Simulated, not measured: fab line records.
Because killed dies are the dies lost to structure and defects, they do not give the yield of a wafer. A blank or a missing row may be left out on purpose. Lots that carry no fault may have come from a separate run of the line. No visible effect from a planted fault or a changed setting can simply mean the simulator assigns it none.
Comparing a struck lot with a sound one    flow sky130    16 steps out of a route of 708
Sound: wafers L735.1, L735.4, L735.6. Struck: wafer L745.2; the same lot's L745.3 was not struck, so it is left out; see the end for the cause.
At each step with rows: each side's tool, then ch and its chambers, then its first start. Under that, the readings that differ: sound wafers    struck wafers    difference of the means    sigmas: that difference in standard deviations of wafers without a fault.
alike: readings with means less than 2 such deviations apart, plus words and numbers identical on both sides. not compared: withheld readings, readings lacking a value on some wafer, bounds such as >300 that could conceal the same value, and numbers that have no deviation in the record and whose values overlap.
A row with sigmas, a row that says differs or no value, or rows on one side alone: a step with any of these is where the two part. Non-overlapping numbers with no deviation appear without sigmas and do not part them. A reading that every wafer of one side lacks parts them only if that side has two wafers or more.

SKY_VIA3_CMP_02: polishes SiO2.
  sound on cmp-01 ch 1,2,3, day 38 17:14; struck on cmp-02 ch 0, day 41 19:53
  alike: motor_current_A, retaining_ring_pressure_frac, slurry_filter_dp_kPa, slurry_flow_ml_min
SKY_VIA3_BOW_MEAS_03:
  sound: film_metro-02 at day 38 17:26; struck: film_metro-04 at day 41 20:12
  alike: VIA3_BOW
then, 8 steps without rows for these wafers: SKY_VIA3_DEHYDRATE_04 (time 60 s); SKY_VIA3_HMDS_05 (prime time 60 s); SKY_VIA3_COAT_06 (resist thk 60 nm); SKY_VIA3_COAT_07 (resist thk 450 nm); SKY_VIA3_SOFTBAKE_08 (time 90 s); SKY_VIA3_EXPOSE_09 (exposes mask VIM3, target cd 200 nm); SKY_VIA3_PEB_10; SKY_VIA3_DEVELOP_11 (develop time 60 s).
SKY_VIA3_CD_MEAS_12: target cd 200 nm.
  sound: cd_sem-02 at day 39 18:05; struck: cd_sem-01 at day 42 20:20
  alike: cd_nm
SKY_VIA3_OVL_MEAS_13:
  sound: overlay-02 at day 39 18:12; struck: overlay-01 at day 42 20:27
  alike: VIA3_OVL
SKY_VIA3_ETCH_14: etches BARC in N2/H2, stops on SiO2, time 45.9 s, target depth 60 nm.
  sound on rie_diel-03 ch 0,2, day 39 18:14; struck on rie_diel-02 ch 1, day 42 20:29
reading                                      sound                 struck  difference  sigmas
bias_w (W)                                   100.12 100.08 100.15  99.35   -0.77       -3
model.KrF-thick_of_VIA3_COAT_07.thk_nm (nm)  394.4 393.7 393.6     400.1   +6.2        
  alike: chamber_pressure_mTorr, drypump_motor_current_A, h2_flow_sccm, n2_flow_sccm, oes_product_au, rf_fwd_power_W, throttle_valve_pct
  not compared: rf_hours_counter_h
SKY_VIA3_ETCH_15: etches SiO2 in C4F8/O2/Ar, stops on TiN, target depth 507 nm, time 78 s.
  sound on rie_diel-03 ch 0,2, day 39 18:17; struck on rie_diel-02 ch 1, day 42 20:31
reading                                      sound              struck  difference  sigmas
model.KrF-thick_of_VIA3_COAT_07.thk_nm (nm)  295.8 294.1 295.3  298.9   +3.8        
  alike: bias_w, chamber_pressure_mTorr, oes_product_au, rf_fwd_power_W
  not compared: rf_hours_counter_h
SKY_VIA3_STRIP_16: strips in O2/N2.
  sound on plasma_asher-01 ch 1, day 39 18:20; struck on plasma_asher-01 ch 0, day 42 20:35
reading                      sound        struck  difference  sigmas
drypump_motor_current_A (A)  5.4 5.4 5.4  6.6     +1.2        +2
  alike: chamber_pressure_mTorr, n2_flow_sccm, oes_product_au, strip_time_to_endpoint_s
  not compared: rf_hours_counter_h
-- the record jumps here: 6 days lie between the struck wafers' starts before and after (it left off in module VIA3 and takes up again in module PAD_OPEN, whose first step shown is number 708 of the route) --
SKY_PAD_OPEN_PROBE_99:
  only the struck wafers here have rows in the record (prober-01, day 48 12:38); the sound ones have none

## WHERE THEY PART
Last at SKY_PAD_OPEN_PROBE_99 as far as this record goes, first at SKY_VIA3_ETCH_14.

WHY: what had been put in by the simulator
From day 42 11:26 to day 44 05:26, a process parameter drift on rie_diel-02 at SKY_VIA3_ETCH_14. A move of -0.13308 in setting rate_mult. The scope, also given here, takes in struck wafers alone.
